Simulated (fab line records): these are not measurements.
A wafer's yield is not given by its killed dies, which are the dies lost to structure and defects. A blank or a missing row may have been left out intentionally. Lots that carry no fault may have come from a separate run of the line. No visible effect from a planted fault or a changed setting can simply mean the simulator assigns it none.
Split-lot experiment / flow sfq line / route with 325 steps; 5 lots, 23 wafers read

ON THE SPLIT
At SFQ_TRILAYER_M7_DEP_SPUTTER_175 (material Nb, target thk 200 nm, time 133.3 s), the setting time s was moved away from the recipe's 133.3 s on 6 of the 23 wafers read, by -13.2% to +13.1%. This setting was run at the recipe's value on the other wafers.

FROM THE SPLIT TO THE READING: what the file shows between them, 3 steps
- SFQ_M7_RS_MEAS_943: measures by four-point-probe
- SFQ_TRILAYER_M7_LITHO_COAT_182: resist thk 62 nm
- SFQ_TRILAYER_M7_BARC_OPEN_METAL_ETCH_229: etches BARC in O2, target depth 125 nm, time 41.7 s

THE READING
oes product au, in a.u., at SFQ_TRILAYER_M7_ETCH_METAL_ETCH_180 (etches Nb in Cl2/Ar, stops on SiO2, target depth 240 nm, time 120 s). Fault-free wafers of this fab line usually give 0.893 a.u., standard deviation 0.0078 a.u.

wafer=L074.1; tool, chamber at the split=pvd sputter-04, -; time s as run, s=133.3; against the recipe=recipe; oes product au, a.u.=0.895; against lot-mates on the recipe=-
wafer=L074.3; tool, chamber at the split=pvd sputter-04, -; time s as run, s=133.3; against the recipe=recipe; oes product au, a.u.=0.902; against lot-mates on the recipe=-
wafer=L074.4; tool, chamber at the split=pvd sputter-04, -; time s as run, s=133.3; against the recipe=recipe; oes product au, a.u.=0.898; against lot-mates on the recipe=-
wafer=L077.1; tool, chamber at the split=pvd sputter-04, -; time s as run, s=115.7; against the recipe=-13.2%; oes product au, a.u.=0.824; against lot-mates on the recipe=-0.070
wafer=L077.2; tool, chamber at the split=pvd sputter-04, -; time s as run, s=133.3; against the recipe=recipe; oes product au, a.u.=0.896; against lot-mates on the recipe=-
wafer=L077.3; tool, chamber at the split=pvd sputter-04, -; time s as run, s=115.7; against the recipe=-13.2%; oes product au, a.u.=0.824; against lot-mates on the recipe=-0.070
wafer=L077.5; tool, chamber at the split=pvd sputter-04, -; time s as run, s=133.3; against the recipe=recipe; oes product au, a.u.=0.899; against lot-mates on the recipe=-
wafer=L077.6; tool, chamber at the split=pvd sputter-04, -; time s as run, s=133.3; against the recipe=recipe; oes product au, a.u.=0.887; against lot-mates on the recipe=-
wafer=L079.1; tool, chamber at the split=pvd sputter-04, -; time s as run, s=133.3; against the recipe=recipe; oes product au, a.u.=0.900; against lot-mates on the recipe=-
wafer=L079.2; tool, chamber at the split=pvd sputter-04, -; time s as run, s=133.3; against the recipe=recipe; oes product au, a.u.=0.893; against lot-mates on the recipe=-
wafer=L079.4; tool, chamber at the split=pvd sputter-04, -; time s as run, s=133.3; against the recipe=recipe; oes product au, a.u.=0.890; against lot-mates on the recipe=-
wafer=L079.5; tool, chamber at the split=pvd sputter-04, -; time s as run, s=133.3; against the recipe=recipe; oes product au, a.u.=0.895; against lot-mates on the recipe=-
wafer=L079.6; tool, chamber at the split=pvd sputter-04, -; time s as run, s=133.3; against the recipe=recipe; oes product au, a.u.=0.888; against lot-mates on the recipe=-
wafer=L080.1; tool, chamber at the split=pvd sputter-06, -; time s as run, s=133.3; against the recipe=recipe; oes product au, a.u.=0.894; against lot-mates on the recipe=-
wafer=L080.2; tool, chamber at the split=pvd sputter-06, -; time s as run, s=133.3; against the recipe=recipe; oes product au, a.u.=0.892; against lot-mates on the recipe=-
wafer=L080.4; tool, chamber at the split=pvd sputter-06, -; time s as run, s=133.3; against the recipe=recipe; oes product au, a.u.=0.896; against lot-mates on the recipe=-
wafer=L080.5; tool, chamber at the split=pvd sputter-06, -; time s as run, s=148.5; against the recipe=+11.4%; oes product au, a.u.=0.964; against lot-mates on the recipe=+0.070
wafer=L080.6; tool, chamber at the split=pvd sputter-06, -; time s as run, s=148.5; against the recipe=+11.4%; oes product au, a.u.=0.956; against lot-mates on the recipe=+0.062
wafer=L083.1; tool, chamber at the split=pvd sputter-05, -; time s as run, s=150.7; against the recipe=+13.1%; oes product au, a.u.=0.968; against lot-mates on the recipe=+0.075
wafer=L083.2; tool, chamber at the split=pvd sputter-05, -; time s as run, s=150.7; against the recipe=+13.1%; oes product au, a.u.=0.959; against lot-mates on the recipe=+0.066
wafer=L083.3; tool, chamber at the split=pvd sputter-05, -; time s as run, s=133.3; against the recipe=recipe; oes product au, a.u.=0.884; against lot-mates on the recipe=-
wafer=L083.4; tool, chamber at the split=pvd sputter-05, -; time s as run, s=133.3; against the recipe=recipe; oes product au, a.u.=0.904; against lot-mates on the recipe=-
wafer=L083.6; tool, chamber at the split=pvd sputter-05, -; time s as run, s=133.3; against the recipe=recipe; oes product au, a.u.=0.892; against lot-mates on the recipe=-

FIT RESULTS
A straight line over all 23 wafers: oes product au changes by +0.00543 a.u. for each +1% of time s; r = +0.99; the points scatter about the line by 0.0052 a.u.
The same after taking each lot's own level away (the mean of its wafers on the recipe; 23 wafers): +0.00545 a.u. for each +1%; r = +0.99; scatter 0.0049 a.u.
On that fit, the largest move of time s shifts the reading by 0.072 a.u.
The lots' own levels span 0.8932 to 0.8983 a.u., that is 0.7 times the standard deviation above.
Hence the lot-to-lot level has little effect on the slope; both slopes agree.
Check: for one of the wafers moved furthest among these (-13.2%), held out of the fit, the line's prediction against its lot-mates is -0.0721 a.u. It came out at -0.07 a.u. against them.

OTHER SPLITS APPLIED TO THESE WAFERS
Before the reading, these wafers also passed through other splits. Each is held against what the fit with the lots' levels taken away leaves over:
other split on the same wafers=SFQ_TRILAYER_M6_LITHO_COAT_164 spin rpm; wafers away from the commonest value=10; r with oes product au (lot level and that fit taken away)=+0.07
other split on the same wafers=SFQ_TRILAYER_I6_DEP_PECVD_165 time s; wafers away from the commonest value=7; r with oes product au (lot level and that fit taken away)=+0.02
other split on the same wafers=SFQ_TRILAYER_I6_VIA_LITHO_COAT_169 resist thk nm; wafers away from the commonest value=8; r with oes product au (lot level and that fit taken away)=-0.03

THE WHOLE CHAIN: every reading that the file lists as answering this split, in the file's order
step=SFQ_TRILAYER_M7_DEP_SPUTTER_175; what it does=material Nb, target thk 200 nm, time 133.3 s; reading=Nb_of_TRILAYER_M7_DEP_SPUTTER_175.thk nm (the simulator's own value, which no gauge read); change (the file's fit)=+2.04 nm for each +1% of the setting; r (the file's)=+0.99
step=SFQ_M7_RS_MEAS_943; what it does=measures by four-point-probe; reading=M7_NB_RS; change (the file's fit)=-0.00903 for each +1% of the setting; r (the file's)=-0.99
step=SFQ_TRILAYER_M7_ETCH_METAL_ETCH_180; what it does=etches Nb in Cl2/Ar, stops on SiO2, target depth 240 nm, time 120 s; reading=oes product au; change (the file's fit)=+0.00544 a.u. for each +1% of the setting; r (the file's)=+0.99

THE FILE'S OWN FIT
oes product au changes by +0.00544 a.u. for each +1% of time s, r = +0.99.
